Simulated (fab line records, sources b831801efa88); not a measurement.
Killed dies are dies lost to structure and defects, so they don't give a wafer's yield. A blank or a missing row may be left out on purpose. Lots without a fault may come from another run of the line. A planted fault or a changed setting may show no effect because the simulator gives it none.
fab line records | flow sky130
record lots=5 wafers=15 last_day=51
route steps=708 shown VIA2@527 METAL3@532 CAPM@537 PAD_OPEN@708
lots that met no fault: from a run of the same line without faults
start_h: hours from the record's first day to the start of the lot's first wafer shown | wait_h: hours since the lot's step before | " the same as in the row above | L1.1+2: a row that stands for several wafers | - no value, or no start given | * or withheld: withheld | < > ~ a bound
route shown NAME@n: a module of which the file shows steps, and the number in the route of the first | usual: mean/standard deviation of fault-free wafers | same: alike in all rows | chamber/n: place in a boat | sites: the reading at each site | _std_site: their standard deviation | _edge_site: outer sites' mean less inner sites' | radius_mm: how far each site lies from the wafer's centre | mask NAME#n: copy n | behind: the tool/chamber that last shaped the wafer | hold: why the lot was held/for how many hours/how that ended | device: the transistor (n, p or np) that didn't switch | end of line: the same wafers' tests at the end of the route | a step without rows: its recipe alone | killed: dies lost to structure and defects at the first sort, not the wafer's yield | map: a wafer's dies, x killed, . not, _ none there
set.NAME: the setting as run; set.NAME@STEP: as run at that earlier step | model.NAME: the simulator's own value behind a step, which no gauge read
lots at some steps of the route; a table a step, a row a wafer
services: from which hour (start_h, from the record's first day; less than 0 if before it) a tool's chamber was out of use, for how many hours, and why
## steps
# step SKY_VIA2_SPUTTER_20
# recipe material=TiN target_thk_nm=20 chamber_pressure_pa=4.881 power_w=4000 time_s=80
# step SKY_VIA2_CVD_21
# recipe material=W target_thk_nm=420 time_s=126.4 temp_c=400 pressure_torr=40
# usual heater_power_outer_w=504/31 heater_power_w=824/59
# columns lot.wafer tool chamber start_h wait_h heater_power_outer_w heater_power_w
L667.2 cvd_w-01 1 881.53 0.0 507 831
L667.4 " 0 " " 518 876
L667.6 " 0 " " 507 894
L675.1 cvd_w-02 0 935.27 0.0 529 916
L675.3 " 0 " " 529 883
L675.5 " 0 " " 539 942
L683.1 cvd_w-01 0 991.90 0.0 482 814
L683.2 " 1 " " 472 797
L683.4 " 1 " " 470 784
L687.2 cvd_w-01 1 1022.33 0.0 476 783
L687.4 " 0 " " 468 795
L687.5 " 1 " " 463 747
L688.1 cvd_w-02 1 1024.69 0.0 520 794
L688.3 " 0 " " 536 901
L688.4 " 1 " " 528 798
# step SKY_VIA2_RS_MEAS_22
# recipe thk_meas_gauge=four-point-probe reads=W_of_VIA2_CVD_21+TiN_of_VIA2_SPUTTER_20
# usual VIA2_W_RS=0.274/0.0035
# columns lot.wafer tool chamber start_h wait_h VIA2_W_RS[ohm/sq]
L667.2 film_metro-01 - 881.68 0.1 0.268
L667.4 " - " " 0.273
L667.6 " - " " 0.272
L675.1 film_metro-03 - 935.40 0.1 0.276
L675.3 " - " " 0.274
L675.5 " - " " 0.276
L683.1 film_metro-02 - 992.03 0.1 0.277
L683.2 " - " " 0.273
L683.4 " - " " 0.271
L687.2 film_metro-03 - 1022.48 0.1 0.270
L687.4 " - " " 0.278
L687.5 " - " " 0.274
L688.1 film_metro-03 - 1024.82 0.1 0.275
L688.3 " - " " 0.279
L688.4 " - " " 0.277
# step SKY_VIA2_THK_MEAS_23
# recipe thk_meas_gauge=xrf reads=W_of_VIA2_CVD_21
# usual VIA2_W_THK=429/7.1
# columns lot.wafer tool chamber start_h wait_h VIA2_W_THK[nm]
L667.2 film_metro-01 - 881.79 0.1 449
L667.4 " - " " 440
L667.6 " - " " 441
L675.1 film_metro-03 - 935.52 0.1 426
L675.3 " - " " 428
L675.5 " - " " 422
L683.1 film_metro-02 - 992.15 0.1 426
L683.2 " - " " 431
L683.4 " - " " 435
L687.2 film_metro-03 - 1022.59 0.1 431
L687.4 " - " " 418
L687.5 " - " " 419
L688.1 film_metro-03 - 1024.94 0.1 422
L688.3 " - " " 416
L688.4 " - " " 420
# step SKY_VIA2_CMP_24
# recipe stop_on=SiO2 t_overpolish_s=20 down_force_psi=3.5 platen_rpm=60 target_thk_nm=0 pad_velocity_m_s=0.94248
# usual motor_current_A=11.5/1.2 overpolish_run_s=20.000/0.009 time_to_endpoint_s=101/5.1
# columns lot.wafer tool chamber start_h wait_h motor_current_A overpolish_run_s time_to_endpoint_s
L667.2 cmp-02 3 881.84 0.0 10.0 20.000 105
L667.4 " 2 " " 10.6 20.012 94
L667.6 " 3 " " 10.1 20.000 102
L675.3 cmp-01 1 935.58 0.0 13.3 20.012 91
L675.1 " 3 " " 10.6 19.995 92
L675.5 " 2 " " 10.2 20.002 99
L683.4 cmp-02 1 992.21 0.0 12.0 19.995 104
L683.1 " 3 " " 9.9 20.001 102
L683.2 " 0 " " 12.3 20.004 108
L687.2 cmp-01 2 1022.77 0.2 10.5 19.992 106
L687.4 " 1 " " 13.2 20.002 93
L687.5 " 3 " " 10.4 19.999 95
L688.1 cmp-02 0 1025.00 0.1 12.3 19.991 103
L688.3 " 1 " " 12.0 19.999 100
L688.4 " 2 " " 10.9 19.998 97
# step SKY_METAL3_SPUTTER_00
# recipe material=Ti target_thk_nm=15 power_w=3000 time_s=10 chamber_pressure_pa=0.4
# step SKY_METAL3_SPUTTER_01
# recipe material=TiN target_thk_nm=20 power_w=6500 time_s=16.7 chamber_pressure_pa=0.4
# step SKY_METAL3_SPUTTER_02
# recipe material=AlCu target_thk_nm=735 power_w=10600 time_s=39.1 chamber_pressure_pa=0.4
# step SKY_METAL3_SPUTTER_03
# recipe material=Ti target_thk_nm=5 power_w=3000 time_s=3.3 chamber_pressure_pa=0.4
# step SKY_METAL3_SPUTTER_04
# recipe material=TiN target_thk_nm=70 power_w=6500 time_s=58.3 chamber_pressure_pa=0.4
# step SKY_CAPM_CVD_00
# recipe material=SiO2 target_thk_nm=15.5 temp_c=400 time_s=withheld rf_w=450
# usual heater_power_outer_w=422/64 heater_power_w=707/83
# columns lot.wafer tool chamber start_h wait_h heater_power_outer_w heater_power_w
L667.2 pecvd-02 2 882.30 0.0 316 544
L667.4 " 1 " " 526 786
L667.6 " 2 " " 318 544
L675.1 pecvd-04 1 936.04 0.0 474 783
L675.3 " 0 " " 519 809
L675.5 " 1 " " 468 757
L683.1 pecvd-02 1 992.66 0.0 495 723
L683.2 " 0 " " 296 546
L683.4 " 1 " " 466 705
L687.2 pecvd-03 0 1023.23 0.0 471 819
L687.4 " 1 " " 418 783
L687.5 " 2 " " 457 772
L688.1 pecvd-02 1 1025.46 0.0 487 741
L688.3 " 0 " " 345 606
L688.4 " 1 " " 484 750
# step SKY_CAPM_THK_MEAS_01
# recipe reads=SiO2_of_CAPM_CVD_00
# usual CAPM_CVD_00_THK=15.51/0.23
# columns lot.wafer tool chamber start_h wait_h CAPM_CVD_00_THK[nm]
L667.2 film_metro-02 - 882.33 - 15.36
L667.4 " - " " 15.32
L667.6 " - " " 15.77
L675.1 film_metro-02 - 936.07 - 15.32
L675.3 " - " " 15.75
L675.5 " - " " 15.64
L683.1 film_metro-01 - 992.68 - 15.50
L683.2 " - " " 15.60
L683.4 " - " " 15.76
L687.2 film_metro-02 - 1023.26 - 15.48
L687.4 " - " " 15.51
L687.5 " - " " 16.07
L688.1 film_metro-01 - 1025.51 - 15.32
L688.3 " - " " 15.62
L688.4 " - " " 15.61
# step SKY_CAPM_SPUTTER_02
# recipe material=TiN target_thk_nm=200 temp_c=300 power_w=6500 time_s=166.7 chamber_pressure_pa=0.4
# usual throttle_valve_pct=30.2/0.87
# columns lot.wafer tool chamber start_h wait_h throttle_valve_pct model.TiN_of_CAPM_SPUTTER_02.thk_nm
L667.2 pvd_sputter-02 - 882.38 0.0 31.3 202.2
L667.4 " - " " 30.1 199.7
L667.6 " - " " 29.6 199.2
L675.1 pvd_sputter-02 - 936.13 0.1 30.1 203.6
L675.3 " - " " 29.8 201.4
L675.5 " - " " 30.9 209.3
L683.1 pvd_sputter-04 - 992.74 0.1 30.1 196.5
L683.2 " - " " 29.8 197.5
L683.4 " - " " 31.3 198.6
L687.2 pvd_sputter-02 - 1023.31 0.0 30.0 199.2
L687.4 " - " " 29.5 197
L687.5 " - " " 31.2 201
L688.1 pvd_sputter-02 - 1025.57 0.1 29.7 200
L688.3 " - " " 29.4 201.1
L688.4 " - " " 30.0 201.3
# step SKY_CAPM_RS_MEAS_03
# recipe thk_meas_gauge=four-point-probe reads=TiN_of_CAPM_SPUTTER_02
# usual CAPM_TIN_RS=6.88/0.078
# columns lot.wafer tool chamber start_h wait_h CAPM_TIN_RS[ohm/sq]
L667.2 film_metro-04 - 882.51 0.1 6.82
L667.4 " - " " 6.90
L667.6 " - " " 6.94
L675.1 film_metro-01 - 936.24 0.1 6.78
L675.3 " - " " 6.86
L675.5 " - " " 6.59
L683.1 film_metro-02 - 992.85 0.1 7.04
L683.2 " - " " 7.00
L683.4 " - " " 6.96
L687.2 film_metro-01 - 1023.44 0.1 6.96
L687.4 " - " " 7.03
L687.5 " - " " 6.88
L688.1 film_metro-01 - 1025.68 0.1 6.91
L688.3 " - " " 6.88
L688.4 " - " " 6.88
# step SKY_CAPM_THK_MEAS_04
# recipe thk_meas_gauge=xrf reads=TiN_of_CAPM_SPUTTER_02
# usual CAPM_TIN_THK=201.1/2.3
# columns lot.wafer tool chamber start_h wait_h CAPM_TIN_THK[nm]
L667.2 film_metro-04 - 882.62 0.1 203.9
L667.4 " - " " 202.4
L667.6 " - " " 200.8
L675.1 film_metro-01 - 936.36 0.1 203.0
L675.3 " - " " 201.0
L675.5 " - " " 208.4
L683.1 film_metro-02 - 992.97 0.1 196.0
L683.2 " - " " 197.3
L683.4 " - " " 198.4
L687.2 film_metro-01 - 1023.55 0.1 198.8
L687.4 " - " " 196.5
L687.5 " - " " 200.5
L688.1 film_metro-01 - 1025.80 0.1 200.7
L688.3 " - " " 200.4
L688.4 " - " " 201.5
# step SKY_CAPM_DEHYDRATE_05
# recipe temp_c=200 time_s=60
# step SKY_CAPM_HMDS_06
# recipe prime_time_s=60 prime_temp_c=120
# step SKY_CAPM_COAT_07
# recipe resist=NOVOLAK spin_rpm=3000 resist_thk_nm=1140
# step SKY_CAPM_SOFTBAKE_08
# recipe temp_c=90 time_s=60 resist=NOVOLAK
# step SKY_CAPM_EXPOSE_09
# recipe mask_id=CAPM na=0.6 source_shape=conventional sigma_outer=0.6 polarization=unpolarized target_cd_nm=1000 dose_mj=159
# step SKY_CAPM_PEB_10
# recipe temp_c=withheld time_s=* resist=NOVOLAK
# step SKY_CAPM_DEVELOP_11
# recipe resist=NOVOLAK developer=TMAH develop_time_s=60 dev_temp_c=23
# step SKY_CAPM_OVL_MEAS_12
# usual CAPM_OVL=0.9/1.3
# columns lot.wafer tool chamber start_h wait_h CAPM_OVL[nm]
L667.2 overlay-01 - 908.21 0.1 0.3
L667.4 " - " " -1.1
L667.6 " - " " -0.1
L675.1 overlay-02 - 961.50 0.1 -0.1
L675.3 " - " " -0.6
L675.5 " - " " -0.6
L683.1 overlay-02 - 1016.65 0.1 2.7
L683.2 " - " " 0.8
L683.4 " - " " 1.0
L687.2 overlay-02 - 1046.79 0.1 0.6
L687.4 " - " " -0.1
L687.5 " - " " 0.8
L688.1 overlay-02 - 1048.11 0.1 -1.4
L688.3 " - " " -1.7
L688.4 " - " " -0.6
# step SKY_CAPM_METAL_ETCH_13
# recipe target_depth_nm=220 stop_on=SiO2 chemistry=Cl2/BCl3 target=TiN pressure_mtorr=10 icp_w=900 bias_w=48.5 Cl2_flow_sccm=60 bcl3_flow_sccm=30 time_s=62.9
# usual drypump_motor_current_A=5.6/0.44 he_backside_leak_sccm=3.34/0.25 mfc_cl2_sccm=60.00/0.19 oes_product_au=0.943/0.0085 throttle_valve_pct=21.899/0.011
# columns lot.wafer tool chamber start_h wait_h drypump_motor_current_A he_backside_leak_sccm mfc_cl2_sccm oes_product_au rf_hours_counter_h throttle_valve_pct model.CAPM.feature_depth_nm model.etch.depth_nm
L667.2 rie_metal-01 1 908.24 0.0 5.4 3.29 60.01 0.937 15 21.898 202.2 202.2
L667.4 " 1 " " 5.4 3.37 59.86 0.934 - 21.910 199.7 199.7
L667.6 " 1 " " 5.3 3.44 60.15 0.932 - 21.919 199.2 199.2
L675.1 rie_metal-02 1 961.54 0.0 6.2 3.06 60.01 0.946 12 21.883 203.6 203.6
L675.3 " 1 " " 6.2 3.00 59.86 0.945 - 21.903 201.4 201.4
L675.5 " 1 " " 6.2 3.03 59.38 0.972 - 21.870 209.3 209.3
L683.1 rie_metal-02 1 1016.69 0.0 6.3 3.23 60.16 0.933 15 21.907 196.5 196.5
L683.2 " 0 " " 6.1 3.02 60.30 0.927 2 21.894 197.5 197.5
L683.4 " 0 " " 6.1 3.06 59.76 0.946 - 21.902 198.6 198.6
L687.2 rie_metal-01 0 1046.82 0.0 5.9 3.41 60.16 0.934 9 21.888 199.2 199.2
L687.4 " 0 " " 5.9 3.28 59.91 0.931 - 21.908 197 197
L687.5 " 1 " " 5.4 3.38 59.87 0.940 - 21.892 201 201
L688.1 rie_metal-03 0 1048.14 0.0 5.1 3.42 59.83 0.936 17 21.903 200 200
L688.3 " 1 " " 5.1 3.59 60.24 0.943 - 21.896 201.1 201.1
L688.4 " 0 " " 5.1 3.36 59.99 0.944 - 21.884 201.3 201.3
# step SKY_CAPM_STRIP_14
# recipe chemistry=O2/N2 power_w=1400 pressure_mtorr=1500 platen_temp_c=withheld o2_flow_sccm=3000 n2_flow_sccm=300 overash_fraction=0.5
# step SKY_CAPM_STRIP_15
# recipe chemistry=post_etch_residue_remover time_s=1200 temp_c=72.5
# step SKY_CAPM_CLEAN_16
# recipe chemistry=IPA time_s=180 temp_c=25
# step SKY_CAPM_CLEAN_17
# recipe chemistry=O3/DIW dry=n2_spin
# step SKY_METAL3_DEHYDRATE_05
# recipe temp_c=200 time_s=60
# step SKY_METAL3_HMDS_06
# recipe prime_time_s=60 prime_temp_c=120
# step SKY_METAL3_COAT_07
# recipe resist=BARC temp_c=withheld time_s=withheld spin_rpm=3000 resist_thk_nm=60
# step SKY_METAL3_COAT_08
# recipe resist=KrF-thick spin_rpm=3000 resist_thk_nm=1140
# step SKY_METAL3_SOFTBAKE_09
# recipe temp_c=100 time_s=90 resist=KrF-thick
# step SKY_METAL3_EXPOSE_10
# recipe mask_id=MM3 na=0.68 source_shape=annular sigma_inner=0.4 sigma_outer=0.8 target_cd_nm=300 dose_mj=28
# step SKY_METAL3_PEB_11
# recipe peb_temp_c=withheld peb_time_s=withheld resist=KrF-thick
# step SKY_METAL3_DEVELOP_12
# recipe develop_time_s=60 resist=KrF-thick dev_temp_c=21.42
# step SKY_METAL3_CD_MEAS_13
# recipe target_cd_nm=300
# usual cd_nm=300.2/1.1
# columns lot.wafer tool chamber start_h wait_h cd_nm
L667.2 cd_sem-02 - 933.97 - 299.3
L667.4 " - " " 301.8
L667.6 " - " " 300.3
L675.1 cd_sem-01 - 987.00 - 301.4
L675.3 " - " " 302.8
L675.5 " - " " 302.9
L683.1 cd_sem-02 - 1040.13 - 299.7
L683.2 " - " " 300.6
L683.4 " - " " 301.4
L687.2 cd_sem-02 - 1070.32 - 299.5
L687.4 " - " " 300.4
L687.5 " - " " 298.1
L688.1 cd_sem-02 - 1071.41 - 299.8
L688.3 " - " " 299.4
L688.4 " - " " 299.0
# step SKY_METAL3_OVL_MEAS_14
# usual METAL3_OVL=-2/5
# columns lot.wafer tool chamber start_h wait_h METAL3_OVL[nm]
L667.2 overlay-02 - 934.08 0.1 -4
L667.4 " - " " 0
L667.6 " - " " -9
L675.1 overlay-02 - 987.12 0.1 -2
L675.3 " - " " -8
L675.5 " - " " -8
L683.1 overlay-02 - 1040.25 0.1 0
L683.2 " - " " -5
L683.4 " - " " -3
L687.2 overlay-02 - 1070.43 0.1 -1
L687.4 " - " " -5
L687.5 " - " " -5
L688.1 overlay-02 - 1071.53 0.1 -9
L688.3 " - " " -6
L688.4 " - " " -6
# step SKY_METAL3_DESCUM_15
# recipe chemistry=O2 source_power_w=150 bias_power_w=0 pressure_mtorr=10 temp_c=40 time_s=8
# usual drypump_motor_current_A=5.9/0.34 he_backside_leak_sccm=3.37/0.2 oes_product_au=1.001/0.0084
# columns lot.wafer tool chamber start_h wait_h drypump_motor_current_A he_backside_leak_sccm oes_product_au rf_hours_counter_h
L667.2 rie_metal-04 0 934.11 0.0 6.3 3.79 1.008 13
L667.4 " 1 " " 5.5 3.39 1.013 -
L667.6 " 0 " " 6.3 3.65 0.998 -
L675.1 rie_metal-01 1 987.15 0.0 5.4 3.39 0.993 18
L675.3 " 0 " " 5.9 3.33 1.012 -
L675.5 " 0 " " 5.9 3.44 1.011 -
L683.1 rie_metal-01 0 1040.29 0.0 5.9 3.32 1.013 9
L683.2 " 1 " " 5.4 3.76 0.989 21
L683.4 " 1 " " 5.4 3.63 0.985 -
L687.2 rie_metal-01 0 1070.47 0.0 5.9 3.17 1.002 -
L687.4 " 0 " " 5.9 3.38 1.018 -
L687.5 " 0 " " 5.9 3.21 1.003 -
L688.1 rie_metal-04 0 1071.56 0.0 6.3 3.50 0.988 22
L688.3 " 0 " " 6.3 3.45 0.999 -
L688.4 " 1 " " 5.5 3.52 1.006 -
# step SKY_METAL3_ETCH_16
# recipe chemistry=N2/H2 target=BARC ion_energy_ev=200 bias_w=100 pressure_mtorr=30 n2_flow_sccm=100 h2_flow_sccm=200 icp_w=500 stop_on=SiO2 time_s=88.2 target_depth_a=600
# step SKY_METAL3_ETCH_17
# recipe target=SiO2 stop_on=TiN chemistry=C4F8/O2/Ar source_w=1500 bias_w=1200 pressure_mtorr=40 c4f8_flow_sccm=withheld O2_flow_sccm=6 Ar_flow_sccm=300 time_s=3.9 target_depth_a=150
# step SKY_METAL3_METAL_ETCH_18
# recipe target_depth_a=8450 stop_on=SiO2 over_etch_frac=0.3 time_s=183.1 chemistry=Cl2/BCl3 resist_sidewall_deg=88 pressure_mtorr=10 icp_w=900 bias_w=48.5 Cl2_flow_sccm=60 bcl3_flow_sccm=30
# usual drypump_motor_current_A=6.0/0.33 he_backside_leak_sccm=3.33/0.24 mfc_cl2_sccm=59.99/0.18 oes_product_au=0.865/0.0064 throttle_valve_pct=22.265/0.0089
# columns lot.wafer tool chamber start_h wait_h drypump_motor_current_A he_backside_leak_sccm mfc_cl2_sccm oes_product_au rf_hours_counter_h throttle_valve_pct
L667.2 rie_metal-02 1 934.26 0.0 6.2 2.95 59.72 0.864 10 22.252
L667.4 " 1 " " 6.3 3.24 60.23 0.872 - 22.251
L667.6 " 0 " " 6.1 3.09 59.80 0.877 - 22.262
L675.1 rie_metal-02 1 987.30 0.0 6.3 3.27 59.63 0.875 14 22.266
L675.3 " 0 " " 6.1 3.08 60.01 0.879 - 22.271
L675.5 " 0 " " 6.1 3.10 59.83 0.865 - 22.263
L683.1 rie_metal-02 1 1040.44 0.0 6.3 3.24 60.39 0.864 17 22.270
L683.2 " 0 " " 6.1 3.06 59.98 0.864 4 22.254
L683.4 " 1 " " 6.3 3.20 60.31 0.868 - 22.262
L687.2 rie_metal-02 1 1070.73 0.0 6.2 3.25 60.03 0.866 18 22.265
L687.4 " 1 " " 6.2 3.34 60.05 0.866 - 22.275
L687.5 " 1 " " 6.3 3.29 59.86 0.869 - 22.272
L688.1 rie_metal-01 0 1071.71 0.0 5.9 3.31 59.77 0.867 10 22.262
L688.3 " 0 " " 5.9 3.30 60.23 0.866 - 22.262
L688.4 " 0 " " 5.9 3.31 59.70 0.866 - 22.271
# step SKY_METAL3_STRIP_20
# recipe chemistry=post_etch_residue_remover time_s=1200 temp_c=72.5
# columns lot.wafer tool chamber start_h wait_h model.TiN_of_CAPM_SPUTTER_02.thk_nm
L667.2 wet_bench-03 1 934.54 0.1 201.3
L667.4 " 1 " " 198.8
L667.6 " 1 " " 198.4
L675.1 wet_bench-04 1 987.58 0.1 202.8
L675.3 " 1 " " 200.6
L675.5 " 1 " " 208.4
L683.1 wet_bench-02 0 1040.77 0.1 195.7
L683.2 " 0 " " 196.7
L683.4 " 0 " " 197.8
L687.2 wet_bench-02 3 1071.01 0.1 198.3
L687.4 " 3 " " 196.1
L687.5 " 3 " " 200.1
L688.1 wet_bench-02 0 1072.17 0.1 199.1
L688.3 " 0 " " 200.2
L688.4 " 0 " " 200.4
# step SKY_PAD_OPEN_PROBE_99
# usual defect_limited_yield=82.5/2.2 killed_at_M0_to_M3=43/7.5 killed_at_M4_up=3.2/1.9 killed_at_contacts=24/5.6 killed_at_front_end=15/4.8 killed_dies=86/11 killed_open=47/7.6 killed_short=39/7.1 sort_bin_3_pad_short=0.8/0.36 sort_bin_5_function=10.4/1.6 sort_bin_6_memory=6.3/1.3 sort_n_pass=406/11 sort_yield_pct=82.5/2.2
# same gross_dies=492 killed_at_back_side=0 killed_at_other=0 sort_bin_4_leakage[%]=0 sort_bin_8_speed[%]=0
# columns lot.wafer tool chamber start_h wait_h defect_limited_yield[%] killed_at_M0_to_M3 killed_at_M4_up killed_at_contacts killed_at_front_end killed_dies killed_open killed_short sort_bin_3_pad_short[%] sort_bin_5_function[%] sort_bin_6_memory[%] sort_n_pass sort_yield_pct[%] model.etest.cap_mim.plate_ohm_sq
L667.2 prober-02 - 1106.84 0.1 85.4 34 8 16 14 72 42 30 0.6 10.0 4.1 420 85.4 5.963
L667.4 prober-02 - 1106.94 0.2 83.7 41 1 27 11 80 42 38 0.6 8.7 6.9 412 83.7 5.979
L667.6 prober-02 - 1107.04 0.2 78.7 51 4 32 18 105 60 45 1.2 10.8 9.3 387 78.7 5.991
L675.1 prober-01 - 1150.65 0.1 82.1 45 3 20 20 88 51 37 0.6 10.6 6.7 404 82.1 5.86
L675.3 prober-01 - 1150.75 0.2 79.7 55 7 26 12 100 57 43 0.8 12.6 6.9 392 79.7 5.958
L675.5 prober-01 - 1150.85 0.2 83.7 40 2 30 8 80 36 44 0.6 10.0 5.7 412 83.7 5.743
L683.1 prober-01 - 1190.81 0.1 81.5 52 5 28 6 91 49 42 1.4 10.2 6.9 401 81.5 6.106
L683.2 prober-01 - 1190.86 0.1 79.5 51 9 23 18 101 55 46 0.4 12.2 7.9 391 79.5 6.037
L683.4 prober-01 - 1190.96 0.2 84.3 42 3 23 9 77 42 35 0.8 9.3 5.5 415 84.3 6.05
L687.2 prober-01 - 1214.26 0.1 82.7 37 3 30 15 85 55 30 0.2 11.8 5.3 407 82.7 6.105
L687.4 prober-01 - 1214.36 0.2 81.1 53 4 25 11 93 48 45 1.2 11.6 6.1 399 81.1 6.127
L687.5 prober-01 - 1214.41 0.2 81.5 47 5 19 20 91 53 38 0.8 11.0 6.7 401 81.5 5.969
L688.1 prober-02 - 1215.01 0.1 81.1 42 0 31 20 93 44 49 0.8 10.8 7.3 399 81.1 5.923
L688.3 prober-02 - 1215.11 0.2 85.2 41 1 18 13 73 40 33 0.4 7.9 6.5 419 85.2 5.951
L688.4 prober-02 - 1215.16 0.2 82.5 39 6 22 19 86 49 37 0.6 11.0 5.9 406 82.5 5.938
# killed by level:class
L667.2 VIA1:geometric_particle:open=12 CONTACT:geometric_particle:open=8 POLY_GATE:geometric_particle:open=5 METAL4:geometric_particle:short=5 VIA1:geometric_particle:short=4 METAL2:geometric_particle:short=4 POLY_GATE:geometric_particle:short=3 METAL3:geometric_particle:short=3
L667.4 CONTACT:geometric_particle:open=9 VIA1:geometric_particle:open=8 METAL1:geometric_particle:short=6 LI_CONTACT:geometric_particle:open=5 CONTACT:geometric_particle:short=5 VIA3:geometric_particle:short=5 VIA2:geometric_particle:open=5 FIELD_ISO:geometric_particle:short=4
L667.6 CONTACT:geometric_particle:open=11 VIA1:geometric_particle:open=11 LOCAL_INTERCONNECT:geometric_particle:short=10 VIA3:geometric_particle:open=9 VIA2:geometric_particle:open=8 LI_CONTACT:geometric_particle:open=7 FIELD_ISO:geometric_particle:short=5 METAL2:geometric_particle:short=5
L675.1 VIA1:geometric_particle:open=11 METAL2:geometric_particle:short=11 LI_CONTACT:geometric_particle:open=8 FIELD_ISO:geometric_particle:open=7 VIA2:geometric_particle:open=7 CONTACT:geometric_particle:open=6 POLY_GATE:geometric_particle:open=4 VIA3:geometric_particle:open=4
L675.3 VIA1:geometric_particle:open=16 CONTACT:geometric_particle:open=10 VIA2:geometric_particle:open=10 VIA3:geometric_particle:open=8 VIA1:geometric_particle:short=6 METAL1:geometric_particle:short=6 METAL3:geometric_particle:short=6 POLY_GATE:geometric_particle:open=5
L675.5 CONTACT:geometric_particle:open=11 CONTACT:geometric_particle:short=8 VIA2:geometric_particle:open=8 METAL2:geometric_particle:short=7 VIA1:geometric_particle:short=7 LI_CONTACT:geometric_particle:open=5 METAL1:geometric_particle:short=5 VIA1:geometric_particle:open=5
L683.1 VIA1:geometric_particle:open=15 CONTACT:geometric_particle:open=11 VIA2:geometric_particle:open=9 METAL1:geometric_particle:short=7 VIA1:geometric_particle:short=7 CONTACT:geometric_particle:short=5 LI_CONTACT:geometric_particle:short=4 LI_CONTACT:geometric_particle:open=4
L683.2 VIA1:geometric_particle:open=12 VIA3:geometric_particle:open=9 CONTACT:geometric_particle:open=8 VIA1:geometric_particle:short=7 METAL4:geometric_particle:short=6 METAL1:geometric_particle:short=5 POLY_GATE:geometric_particle:open=5 POLY_GATE:geometric_particle:short=4
L683.4 CONTACT:geometric_particle:open=9 LI_CONTACT:geometric_particle:open=7 METAL1:geometric_particle:short=7 VIA1:geometric_particle:open=7 METAL2:geometric_particle:short=7 VIA3:geometric_particle:open=7 FIELD_ISO:geometric_particle:short=5 VIA1:geometric_particle:short=5
L687.2 VIA1:geometric_particle:open=16 CONTACT:geometric_particle:open=11 VIA2:geometric_particle:open=7 POLY_GATE:geometric_particle:open=7 CONTACT:geometric_particle:short=7 LI_CONTACT:geometric_particle:open=5 METAL2:geometric_particle:short=4 LOCAL_INTERCONNECT:geometric_particle:short=4
L687.4 VIA1:geometric_particle:open=12 LI_CONTACT:geometric_particle:open=8 CONTACT:geometric_particle:open=8 VIA3:geometric_particle:open=8 METAL2:geometric_particle:short=7 VIA1:geometric_particle:short=6 VIA3:geometric_particle:short=5 LOCAL_INTERCONNECT:geometric_particle:short=4
L687.5 VIA1:geometric_particle:open=12 VIA3:geometric_particle:open=9 CONTACT:geometric_particle:open=7 LOCAL_INTERCONNECT:geometric_particle:short=6 FIELD_ISO:geometric_particle:short=5 POLY_GATE:geometric_particle:open=5 LI_CONTACT:geometric_particle:open=5 VIA2:geometric_particle:short=5
L688.1 CONTACT:geometric_particle:short=9 VIA2:geometric_particle:open=8 POLY_GATE:geometric_particle:short=7 LI_CONTACT:geometric_particle:open=7 VIA1:geometric_particle:open=6 POLY_GATE:geometric_particle:open=5 LI_CONTACT:geometric_particle:short=5 CONTACT:geometric_particle:open=5
L688.3 VIA1:geometric_particle:open=9 VIA3:geometric_particle:open=8 CONTACT:geometric_particle:open=6 METAL2:geometric_particle:short=5 FIELD_ISO:geometric_particle:short=4 LI_CONTACT:geometric_particle:short=4 CONTACT:geometric_particle:short=4 VIA2:geometric_particle:open=4
L688.4 CONTACT:geometric_particle:open=13 VIA1:geometric_particle:open=8 METAL2:geometric_particle:short=6 FIELD_ISO:geometric_particle:short=4 POLY_GATE:geometric_particle:open=4 POLY_GATE:geometric_particle:short=4 CONTACT:geometric_particle:short=4 VIA2:geometric_particle:short=4
## services
# columns tool chamber start_h hours kind
cmp-02 - 868.86 7.6 pm
cmp-01 - 870.98 2.0 repair
rie_metal-04 - 888.27 0.5 repair
pvd_sputter-02 - 900.47 3.7 repair
pvd_sputter-02 - 903.01 5.2 repair
cvd_w-01 - 904.00 14.0 pm
cvd_w-02 - 905.11 0.5 repair
cmp-02 - 912.11 4.0 pm
pvd_sputter-02 - 927.52 1.5 repair
cmp-01 - 928.40 1.4 repair
cmp-02 - 928.72 2.0 repair
cmp-01 - 929.55 0.9 repair
cvd_w-01 0 957.94 3.7 repair
cmp-02 - 960.62 4.5 repair
rie_metal-01 1 964.54 10.8 repair
pvd_sputter-02 - 966.98 1.5 repair
cvd_w-01 - 986.41 4.7 repair
cmp-02 - 999.46 1.2 repair
pecvd-02 - 1023.58 1.1 repair
cvd_w-01 0 1025.39 22.1 repair
pecvd-02 - 1045.80 28.1 pm
rie_metal-01 - 1051.29 3.2 repair
cvd_w-01 1 1063.30 2.1 repair
cmp-02 - 1063.77 0.3 repair
## key
first_sign none at tools or gauges
model_effect step=SKY_CAPM_SPUTTER_02 value=TiN_of_CAPM_SPUTTER_02.thk_nm without=204.6 struck=209.3
model_effect step=SKY_CAPM_METAL_ETCH_13 value=CAPM.feature_depth_nm without=204.6 struck=209.3
model_effect step=SKY_METAL3_STRIP_20 value=TiN_of_CAPM_SPUTTER_02.thk_nm without=203.8 struck=208.4
model_effect step=SKY_PAD_OPEN_PROBE_99 value=etest.cap_mim.plate_ohm_sq without=5.873 struck=5.743
met_at SKY_CAPM_SPUTTER_02
struck_wafers L675.5
onset_between 882.38 936.13
fault kind=process_parameter_drift tool=pvd_sputter-02 chamber=- onset_h=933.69 steps=SKY_CAPM_SPUTTER_02 channel=time_s offset=* shape=step end_h=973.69 acts_in=* stated=* scope=struck_wafers_only
